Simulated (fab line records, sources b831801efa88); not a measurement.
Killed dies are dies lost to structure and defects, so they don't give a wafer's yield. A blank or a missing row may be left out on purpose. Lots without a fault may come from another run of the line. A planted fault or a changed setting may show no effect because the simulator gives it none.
fab line records | flow sky130 | part 1 of 2: steps 1 to 27 of 37
record lots=5 wafers=15 last_day=47
route steps=708 shown METAL4@622 VIA4@639
lots that met no fault: from a run of the same line without faults
start_h: hours from the record's first day to the start of the lot's first wafer shown | wait_h: hours since the lot's step before | " the same as in the row above | L1.1+2: a row that stands for several wafers | - no value, or no start given | * or withheld: withheld | < > ~ a bound
route shown NAME@n: a module of which the file shows steps, and the number in the route of the first | usual: mean/standard deviation of fault-free wafers | same: alike in all rows | chamber/n: place in a boat | sites: the reading at each site | _std_site: their standard deviation | _edge_site: outer sites' mean less inner sites' | radius_mm: how far each site lies from the wafer's centre | mask NAME#n: copy n | behind: the tool/chamber that last shaped the wafer | hold: why the lot was held/for how many hours/how that ended | device: the transistor (n, p or np) that didn't switch | end of line: the same wafers' tests at the end of the route | a step without rows: its recipe alone | killed: dies lost to structure and defects at the first sort, not the wafer's yield | map: a wafer's dies, x killed, . not, _ none there
set.NAME: the setting as run; set.NAME@STEP: as run at that earlier step | model.NAME: the simulator's own value behind a step, which no gauge read
lots at some steps of the route; a table a step, a row a wafer
services: from which hour (start_h, from the record's first day; less than 0 if before it) a tool's chamber was out of use, for how many hours, and why
## steps
# step SKY_METAL4_HMDS_06
# recipe prime_time_s=60 prime_temp_c=120
# usual chill_plate_temp_C=23.02/0.11
# columns lot.wafer tool chamber start_h wait_h chill_plate_temp_C
L076.2 litho_track-04 0 989.89 0.1 22.96
L076.3 " 0 " " 22.92
L076.4 " 0 " " 22.97
L077.2 litho_track-02 0 990.45 0.1 23.07
L077.3 " 0 " " 23.07
L077.6 " 0 " " 23.06
L079.1 litho_track-02 0 991.57 0.1 23.14
L079.2 " 0 " " 23.08
L079.6 " 0 " " 22.97
L080.1 litho_track-03 0 1004.16 0.1 22.92
L080.2 " 0 " " 22.96
L080.4 " 0 " " 23.04
L084.1 litho_track-04 0 1029.41 0.1 23.07
L084.2 " 0 " " 23.23
L084.5 " 0 " " 22.95
# step SKY_METAL4_COAT_07
# recipe resist=BARC temp_c=withheld time_s=withheld spin_rpm=3000 resist_thk_nm=59.07
# usual chill_plate_temp_C=*
# columns lot.wafer tool chamber start_h wait_h chill_plate_temp_C
L076.2 litho_track-04 0 990.04 0.1 *
L076.3 " 0 " " *
L076.4 " 0 " " *
L077.2 litho_track-02 0 990.60 0.1 *
L077.3 " 0 " " *
L077.6 " 0 " " *
L079.1 litho_track-02 0 991.72 0.1 *
L079.2 " 0 " " *
L079.6 " 0 " " *
L080.1 litho_track-03 0 1004.31 0.1 *
L080.2 " 0 " " *
L080.4 " 0 " " *
L084.1 litho_track-04 0 1029.56 0.1 *
L084.2 " 0 " " *
L084.5 " 0 " " *
# step SKY_METAL4_COAT_08
# recipe resist=KrF-thick spin_rpm=3000 resist_thk_nm=1140
# usual chill_plate_temp_C=22.99/0.1
# columns lot.wafer tool chamber start_h wait_h chill_plate_temp_C
L076.2 litho_track-04 0 - - 23.02
L076.3 " 0 " " 22.93
L076.4 " 0 " " 23.05
L077.2 litho_track-02 0 - - 22.92
L077.3 " 0 " " 23.00
L077.6 " 0 " " 23.06
L079.1 litho_track-02 0 - - 22.85
L079.2 " 0 " " 23.09
L079.6 " 0 " " 23.08
L080.1 litho_track-03 0 - - 23.00
L080.2 " 0 " " 23.11
L080.4 " 0 " " 23.01
L084.1 litho_track-04 0 - - 23.01
L084.2 " 0 " " 22.87
L084.5 " 0 " " 23.03
# step SKY_METAL4_SOFTBAKE_09
# recipe temp_c=100 time_s=90 resist=KrF-thick
# usual chill_plate_temp_C=23.00/0.11
# columns lot.wafer tool chamber start_h wait_h chill_plate_temp_C
L076.2 litho_track-04 0 - - 23.02
L076.3 " 0 " " 22.97
L076.4 " 0 " " 23.05
L077.2 litho_track-02 0 - - 22.79
L077.3 " 0 " " 22.82
L077.6 " 0 " " 22.88
L079.1 litho_track-02 0 - - 23.00
L079.2 " 0 " " 22.94
L079.6 " 0 " " 22.79
L080.1 litho_track-03 0 - - 22.88
L080.2 " 0 " " 23.05
L080.4 " 0 " " 22.93
L084.1 litho_track-04 0 - - 23.24
L084.2 " 0 " " 23.04
L084.5 " 0 " " 22.96
# step SKY_METAL4_EXPOSE_10
# recipe mask_id=MM4 na=0.68 source_shape=annular sigma_inner=0.4 sigma_outer=0.8 target_cd_nm=300 dose_mj=28
# columns lot.wafer tool chamber start_h wait_h mask
L076.2+3+4 krf_scanner-02 0 - - MM4#0
L077.2+3+6 krf_scanner-01 0 - - MM4#0
L079.1+2+6 krf_scanner-01 0 - - MM4#0
L080.1+2+4 krf_scanner-02 0 - - MM4#0
L084.1+2+5 krf_scanner-01 0 - - MM4#0
# step SKY_METAL4_PEB_11
# recipe peb_temp_c=withheld peb_time_s=withheld resist=KrF-thick
# usual chill_plate_temp_C=*
# columns lot.wafer tool chamber start_h wait_h chill_plate_temp_C
L076.2 litho_track-03 0 - - *
L076.3 " 0 " " *
L076.4 " 0 " " *
L077.2 litho_track-04 0 - - *
L077.3 " 0 " " *
L077.6 " 0 " " *
L079.1 litho_track-04 0 - - *
L079.2 " 0 " " *
L079.6 " 0 " " *
L080.1 litho_track-02 0 - - *
L080.2 " 0 " " *
L080.4 " 0 " " *
L084.1 litho_track-04 0 - - *
L084.2 " 0 " " *
L084.5 " 0 " " *
# step SKY_METAL4_DEVELOP_12
# recipe develop_time_s=60 resist=KrF-thick dev_temp_c=21
# usual chill_plate_temp_C=23.00/0.1
# columns lot.wafer tool chamber start_h wait_h chill_plate_temp_C
L076.2 litho_track-03 0 - - 23.09
L076.3 " 0 " " 22.90
L076.4 " 0 " " 22.86
L077.2 litho_track-04 0 - - 22.88
L077.3 " 0 " " 23.01
L077.6 " 0 " " 22.90
L079.1 litho_track-04 0 - - 23.01
L079.2 " 0 " " 23.08
L079.6 " 0 " " 23.05
L080.1 litho_track-02 0 - - 23.16
L080.2 " 0 " " 23.04
L080.4 " 0 " " 23.05
L084.1 litho_track-04 0 - - 23.01
L084.2 " 0 " " 23.00
L084.5 " 0 " " 23.00
# step SKY_METAL4_CD_MEAS_13
# recipe target_cd_nm=300
# usual cd_nm=300.3/1.4
# columns lot.wafer tool chamber start_h wait_h cd_nm
L076.2 cd_sem-02 - 1000.38 - 296.7
L076.3 " - " " 298.9
L076.4 " - " " 297.2
L077.2 cd_sem-01 - 1000.83 - 301.1
L077.3 " - " " 301.2
L077.6 " - " " 301.1
L079.1 cd_sem-01 - 1002.76 - 302.1
L079.2 " - " " 301.4
L079.6 " - " " 303.2
L080.1 cd_sem-01 - 1016.42 - 301.8
L080.2 " - " " 302.4
L080.4 " - " " 302.5
L084.1 cd_sem-01 - 1041.16 - 300.4
L084.2 " - " " 298.8
L084.5 " - " " 298.8
# step SKY_METAL4_OVL_MEAS_14
# usual METAL4_OVL=-1/6
# columns lot.wafer tool chamber start_h wait_h METAL4_OVL[nm]
L076.2 overlay-02 - 1000.49 0.1 -13
L076.3 " - " " -7
L076.4 " - " " -6
L077.2 overlay-01 - 1000.94 0.1 -2
L077.3 " - " " -4
L077.6 " - " " -2
L079.1 overlay-02 - 1002.88 0.1 -3
L079.2 " - " " -1
L079.6 " - " " 5
L080.1 overlay-01 - 1016.54 0.1 -5
L080.2 " - " " -3
L080.4 " - " " -7
L084.1 overlay-02 - 1041.28 0.1 0
L084.2 " - " " 3
L084.5 " - " " -1
# step SKY_METAL4_DESCUM_15
# recipe chemistry=O2 source_power_w=150 bias_power_w=0 pressure_mtorr=10 temp_c=40 time_s=8
# usual drypump_motor_current_A=6.0/0.33 oes_product_au=1.002/0.0096
# columns lot.wafer tool chamber start_h wait_h drypump_motor_current_A oes_product_au rf_hours_counter_h
L076.2 rie_metal-02 1 1000.52 0.0 5.3 1.001 9
L076.3 " 1 " " 5.3 1.004 -
L076.4 " 0 " " 6.3 1.003 -
L077.2 rie_metal-03 0 1000.97 0.0 5.9 1.017 6
L077.3 " 1 " " 6.4 0.999 -
L077.6 " 0 " " 5.9 1.014 -
L079.1 rie_metal-04 0 1002.92 0.0 6.0 0.995 8
L079.2 " 1 " " 5.7 0.986 1
L079.6 " 1 " " 5.7 0.990 -
L080.1 rie_metal-03 1 1016.58 0.0 6.4 1.006 15
L080.2 " 0 " " 5.9 1.003 7
L080.4 " 0 " " 5.9 0.997 -
L084.1 rie_metal-04 1 1041.32 0.0 5.7 0.987 3
L084.2 " 0 " " 6.0 0.986 10
L084.5 " 1 " " 5.7 0.986 -
# step SKY_METAL4_ETCH_16
# recipe chemistry=N2/H2 target=BARC ion_energy_ev=200 bias_w=100 pressure_mtorr=30 n2_flow_sccm=100 h2_flow_sccm=200 icp_w=500 stop_on=SiO2 time_s=88.2 target_depth_a=600
# usual drypump_motor_current_A=6.0/0.34 oes_product_au=0.622/0.0043 throttle_valve_pct=13.205/0.0097
# columns lot.wafer tool chamber start_h wait_h drypump_motor_current_A oes_product_au rf_hours_counter_h throttle_valve_pct
L076.2 rie_metal-02 1 1000.55 0.0 5.3 0.621 9 13.211
L076.3 " 1 " " 5.3 0.624 - 13.212
L076.4 " 0 " " 6.3 0.619 - 13.207
L077.2 rie_metal-03 0 1001.00 0.0 5.9 0.619 6 13.215
L077.3 " 1 " " 6.4 0.617 - 13.203
L077.6 " 0 " " 5.9 0.612 - 13.214
L079.1 rie_metal-04 0 1002.95 0.0 6.0 0.625 8 13.208
L079.2 " 1 " " 5.7 0.619 1 13.199
L079.6 " 1 " " 5.7 0.623 - 13.199
L080.1 rie_metal-03 1 1016.61 0.0 6.5 0.623 15 13.208
L080.2 " 0 " " 5.9 0.615 7 13.215
L080.4 " 0 " " 5.9 0.625 - 13.219
L084.1 rie_metal-04 1 1041.35 0.0 5.7 0.624 3 13.206
L084.2 " 0 " " 6.0 0.623 10 13.206
L084.5 " 1 " " 5.7 0.618 - 13.194
# step SKY_METAL4_ETCH_17
# recipe target=SiO2 stop_on=TiN chemistry=C4F8/O2/Ar source_w=1500 bias_w=1200 pressure_mtorr=40 c4f8_flow_sccm=withheld O2_flow_sccm=6 Ar_flow_sccm=300 time_s=3.9 target_depth_a=150
# usual oes_product_au=0.756/0.0062
# columns lot.wafer tool chamber start_h wait_h oes_product_au rf_hours_counter_h
L076.2 rie_diel-04 0 1000.65 0.1 0.750 12
L076.3 " 1 " " 0.760 18
L076.4 " 2 " " 0.755 11
L077.2 rie_diel-03 2 1001.10 0.1 0.754 14
L077.3 " 3 " " 0.764 28
L077.6 " 1 " " 0.764 -
L079.1 rie_diel-04 1 1003.05 0.1 0.745 19
L079.2 " 0 " " 0.741 12
L079.6 " 1 " " 0.756 -
L080.1 rie_diel-02 3 1016.71 0.1 0.761 14
L080.2 " 0 " " 0.758 9
L080.4 " 0 " " 0.759 -
L084.1 rie_diel-02 1 1041.45 0.1 0.752 1
L084.2 " 0 " " 0.762 10
L084.5 " 3 " " 0.758 -
# step SKY_METAL4_METAL_ETCH_18
# recipe target_depth_a=8450 stop_on=SiO2 over_etch_frac=0.3 time_s=183.1 chemistry=Cl2/BCl3 resist_sidewall_deg=88 pressure_mtorr=10 icp_w=900 bias_w=48.5 Cl2_flow_sccm=60 bcl3_flow_sccm=30
# usual drypump_motor_current_A=6.0/0.38 mfc_cl2_sccm=60.00/0.19 oes_product_au=0.865/0.0058 throttle_valve_pct=22.264/0.0082
# columns lot.wafer tool chamber start_h wait_h drypump_motor_current_A mfc_cl2_sccm oes_product_au rf_hours_counter_h throttle_valve_pct
L076.2 rie_metal-04 1 1000.67 0.0 5.7 60.12 0.866 1 22.264
L076.3 " 1 " " 5.7 59.89 0.870 - 22.244
L076.4 " 0 " " 6.0 59.90 0.860 - 22.279
L077.2 rie_metal-02 0 1001.12 0.0 6.3 59.71 0.859 13 22.264
L077.3 " 0 " " 6.3 59.86 0.868 - 22.259
L077.6 " 1 " " 5.3 59.96 0.854 - 22.281
L079.1 rie_metal-03 0 1003.07 0.0 5.9 60.03 0.860 6 22.274
L079.2 " 1 " " 6.4 60.07 0.859 14 22.270
L079.6 " 0 " " 5.9 59.95 0.858 - 22.262
L080.1 rie_metal-04 1 1016.73 0.0 5.7 59.77 0.867 2 22.265
L080.2 " 0 " " 6.0 59.69 0.871 9 22.258
L080.4 " 0 " " 6.0 60.00 0.864 - 22.262
L084.1 rie_metal-03 0 1041.47 0.0 5.9 59.95 0.859 9 22.262
L084.2 " 1 " " 6.4 60.34 0.869 16 22.261
L084.5 " 1 " " 6.4 60.02 0.864 - 22.270
# step SKY_METAL4_STRIP_19
# recipe chemistry=O2/N2 power_w=1400 pressure_mtorr=1500 platen_temp_c=withheld o2_flow_sccm=3000 n2_flow_sccm=300 overash_fraction=0.5
# usual drypump_motor_current_A=5.7/0.59 oes_product_au=0.501/0.0059 strip_time_to_endpoint_s=6.51/0.077
# columns lot.wafer tool chamber start_h wait_h drypump_motor_current_A oes_product_au rf_hours_counter_h strip_time_to_endpoint_s
L076.2 plasma_asher-03 0 1000.85 0.1 6.5 0.505 120 6.66
L076.3 " 0 " " 6.6 0.511 - 6.70
L076.4 " 1 " " 5.5 0.510 - 6.62
L077.2 plasma_asher-04 0 1001.29 0.1 6.5 0.500 59 6.45
L077.3 " 1 " " 6.0 0.501 - 6.48
L077.6 " 0 " " 6.4 0.511 - 6.56
L079.1 plasma_asher-04 1 1003.24 0.1 6.0 0.497 59 6.43
L079.2 " 0 " " 6.5 0.506 59 6.54
L079.6 " 0 " " 6.5 0.501 - 6.45
L080.1 plasma_asher-03 0 1016.90 0.1 6.6 0.497 122 6.60
L080.2 " 1 " " 5.5 0.502 122 6.57
L080.4 " 1 " " 5.5 0.512 - 6.58
L084.1 plasma_asher-02 0 1041.64 0.1 5.7 0.500 88 6.46
L084.2 " 1 " " 4.9 0.498 88 6.55
L084.5 " 1 " " 4.9 0.502 - 6.56
# step SKY_METAL4_STRIP_20
# recipe chemistry=post_etch_residue_remover time_s=1200 temp_c=72.5
# columns lot.wafer tool chamber start_h wait_h
L076.2+3+4 wet_bench-03 1 1000.95 0.1
L077.2+3+6 wet_bench-03 2 1001.39 0.1
L079.1+2+6 wet_bench-02 0 1003.34 0.1
L080.1+2+4 wet_bench-02 1 1017.00 0.1
L084.1+2+5 wet_bench-01 3 1041.74 0.1
# step SKY_METAL4_CLEAN_21
# recipe chemistry=IPA time_s=180 temp_c=25
# columns lot.wafer tool chamber start_h wait_h
L076.2+3+4 wet_bench-01 2 1001.29 0.0
L077.2+3+6 wet_bench-01 2 1001.73 0.0
L079.1+2+6 wet_bench-01 3 1003.72 0.0
L080.1+2+4 wet_bench-01 2 1017.35 0.0
L084.1+2+5 wet_bench-03 2 1042.43 0.0
# step SKY_METAL4_CLEAN_22
# recipe chemistry=O3/DIW dry=n2_spin
# columns lot.wafer tool chamber start_h wait_h
L076.2+3+4 wet_bench-02 0 1001.35 0.0
L077.2+3+6 wet_bench-02 1 1001.79 0.0
L079.1+2+6 wet_bench-02 2 1003.77 0.0
L080.1+2+4 wet_bench-01 1 1017.40 0.0
L084.1+2+5 wet_bench-01 2 1042.48 0.0
# step SKY_VIA4_HDPCVD_00
# recipe material=SiO2 target_thk_nm=1750 sigma_open_frac=0.3 time_s=291.7 temp_c=400 sih4_flow_sccm=60 pressure_mtorr=6
# columns lot.wafer tool chamber start_h wait_h
L076.2+3+4 hdpcvd-01 2,0,1 1001.45 0.0
L077.2+3+6 hdpcvd-01 2,1,0 1001.89 0.0
L079.1+2+6 hdpcvd-01 1,0,0 1003.87 0.0
L080.1+2+4 hdpcvd-02 0,1,2 1017.50 0.0
L084.1+2+5 hdpcvd-02 0,1,1 1042.67 0.0
# step SKY_VIA4_THK_MEAS_01
# recipe reads=SiO2_of_VIA4_HDPCVD_00
# usual VIA4_HDPCVD_THK=1754/14
# columns lot.wafer tool chamber start_h wait_h VIA4_HDPCVD_THK[nm]
L076.2 film_metro-03 - 1001.64 0.1 1752
L076.3 " - " " 1754
L076.4 " - " " 1753
L077.2 film_metro-01 - 1002.08 0.1 1753
L077.3 " - " " 1768
L077.6 " - " " 1745
L079.1 film_metro-02 - 1004.05 0.1 1746
L079.2 " - " " 1744
L079.6 " - " " 1744
L080.1 film_metro-01 - 1017.67 0.1 1750
L080.2 " - " " 1753
L080.4 " - " " 1750
L084.1 film_metro-03 - 1042.85 0.1 1756
L084.2 " - " " 1751
L084.5 " - " " 1763
# step SKY_VIA4_CMP_02
# recipe material=SiO2 down_force_psi=4 platen_rpm=60 pad_velocity_m_s=0.94248
# usual motor_current_A=11.7/1.2
# columns lot.wafer tool chamber start_h wait_h motor_current_A
L076.2 cmp-01 2 1001.69 0.0 11.2
L076.3 " 3 " " 10.7
L076.4 " 0 " " 14.2
L077.2 cmp-02 2 1002.23 0.1 11.5
L077.3 " 3 " " 11.7
L077.6 " 1 " " 13.0
L079.1 cmp-02 1 1004.21 0.1 13.4
L079.2 " 2 " " 11.9
L079.6 " 0 " " 10.2
L080.1 cmp-02 0 1017.73 0.1 10.4
L080.2 " 1 " " 12.7
L080.4 " 2 " " 11.6
L084.1 cmp-01 0 1042.96 0.1 14.3
L084.2 " 2 " " 11.5
L084.5 " 3 " " 10.5
# step SKY_VIA4_BOW_MEAS_03
# recipe mode=bow
# usual VIA4_BOW=82/7.5
# columns lot.wafer tool chamber start_h wait_h VIA4_BOW[um]
L076.2 film_metro-03 - 1002.01 0.3 86
L076.3 " - " " 93
L076.4 " - " " 87
L077.2 film_metro-02 - 1002.45 0.2 76
L077.3 " - " " 96
L077.6 " - " " 80
L079.1 film_metro-02 - 1004.41 0.1 72
L079.2 " - " " 82
L079.6 " - " " 74
L080.1 film_metro-03 - 1018.03 0.2 67
L080.2 " - " " 71
L080.4 " - " " 74
L084.1 film_metro-01 - 1043.21 0.2 94
L084.2 " - " " 83
L084.5 " - " " 88
# step SKY_VIA4_DEHYDRATE_04
# recipe temp_c=200 time_s=60
# usual chill_plate_temp_C=23.00/0.12
# columns lot.wafer tool chamber start_h wait_h chill_plate_temp_C
L076.2 litho_track-04 0 1013.84 11.8 23.12
L076.3 " 0 " " 23.03
L076.4 " 0 " " 23.15
L077.2 litho_track-03 0 1014.14 11.7 23.01
L077.3 " 0 " " 22.86
L077.6 " 0 " " 22.98
L079.1 litho_track-03 0 1015.66 11.2 23.06
L079.2 " 0 " " 22.92
L079.6 " 0 " " 23.04
L080.1 litho_track-01 0 1028.41 10.4 22.88
L080.2 " 0 " " 22.88
L080.4 " 0 " " 22.85
L084.1 litho_track-01 0 1053.16 9.9 23.13
L084.2 " 0 " " 22.98
L084.5 " 0 " " 23.02
# step SKY_VIA4_HMDS_05
# recipe prime_time_s=60 prime_temp_c=120
# usual chill_plate_temp_C=22.98/0.088
# columns lot.wafer tool chamber start_h wait_h chill_plate_temp_C
L076.2 litho_track-04 0 1013.99 0.1 22.93
L076.3 " 0 " " 22.96
L076.4 " 0 " " 23.05
L077.2 litho_track-03 0 1014.29 0.1 22.92
L077.3 " 0 " " 22.94
L077.6 " 0 " " 23.05
L079.1 litho_track-03 0 1015.81 0.1 22.95
L079.2 " 0 " " 23.06
L079.6 " 0 " " 23.02
L080.1 litho_track-01 0 1028.56 0.1 23.11
L080.2 " 0 " " 23.06
L080.4 " 0 " " 22.94
L084.1 litho_track-01 0 1053.31 0.1 22.82
L084.2 " 0 " " 22.98
L084.5 " 0 " " 22.98
# step SKY_VIA4_COAT_06
# recipe resist=NOVOLAK spin_rpm=3000 resist_thk_nm=1140
# usual chill_plate_temp_C=22.99/0.095
# columns lot.wafer tool chamber start_h wait_h chill_plate_temp_C
L076.2 litho_track-04 0 1014.14 0.1 22.94
L076.3 " 0 " " 22.89
L076.4 " 0 " " 22.88
L077.2 litho_track-03 0 1014.44 0.1 23.31
L077.3 " 0 " " 23.03
L077.6 " 0 " " 23.13
L079.1 litho_track-03 0 1015.96 0.1 22.95
L079.2 " 0 " " 23.08
L079.6 " 0 " " 23.11
L080.1 litho_track-01 0 1028.71 0.1 23.14
L080.2 " 0 " " 23.10
L080.4 " 0 " " 23.19
L084.1 litho_track-01 0 1053.46 0.1 23.03
L084.2 " 0 " " 23.15
L084.5 " 0 " " 22.89
# step SKY_VIA4_SOFTBAKE_07
# recipe temp_c=90 time_s=58.38 resist=NOVOLAK
# usual chill_plate_temp_C=23.00/0.1
# columns lot.wafer tool chamber start_h wait_h chill_plate_temp_C
L076.2 litho_track-04 0 1014.29 0.1 23.10
L076.3 " 0 " " 22.81
L076.4 " 0 " " 22.87
L077.2 litho_track-03 0 1014.59 0.1 23.00
L077.3 " 0 " " 22.95
L077.6 " 0 " " 22.98
L079.1 litho_track-03 0 1016.11 0.1 23.02
L079.2 " 0 " " 22.92
L079.6 " 0 " " 22.91
L080.1 litho_track-01 0 1028.86 0.1 23.16
L080.2 " 0 " " 23.17
L080.4 " 0 " " 23.19
L084.1 litho_track-01 0 1053.61 0.1 22.97
L084.2 " 0 " " 22.99
L084.5 " 0 " " 22.92
# step SKY_VIA4_EXPOSE_08
# recipe mask_id=VIM4 na=0.6 source_shape=conventional sigma_outer=0.6 polarization=unpolarized target_cd_nm=800 dose_mj=132
# columns lot.wafer tool chamber start_h wait_h mask
L076.2+3+4 iline_stepper-02 0 - - VIM4#0
L077.2+3+6 iline_stepper-01 0 - - VIM4#0
L079.1+2+6 iline_stepper-01 0 - - VIM4#0
L080.1+2+4 iline_stepper-01 0 - - VIM4#0
L084.1+2+5 iline_stepper-02 0 - - VIM4#0
# step SKY_VIA4_PEB_09
# recipe temp_c=withheld time_s=* resist=NOVOLAK
# usual chill_plate_temp_C=*
# columns lot.wafer tool chamber start_h wait_h chill_plate_temp_C
L076.2 litho_track-03 0 - - *
L076.3 " 0 " " *
L076.4 " 0 " " *
L077.2 litho_track-03 0 - - *
L077.3 " 0 " " *
L077.6 " 0 " " *
L079.1 litho_track-01 0 - - *
L079.2 " 0 " " *
L079.6 " 0 " " *
L080.1 litho_track-01 0 - - *
L080.2 " 0 " " *
L080.4 " 0 " " *
L084.1 litho_track-01 0 - - *
L084.2 " 0 " " *
L084.5 " 0 " " *
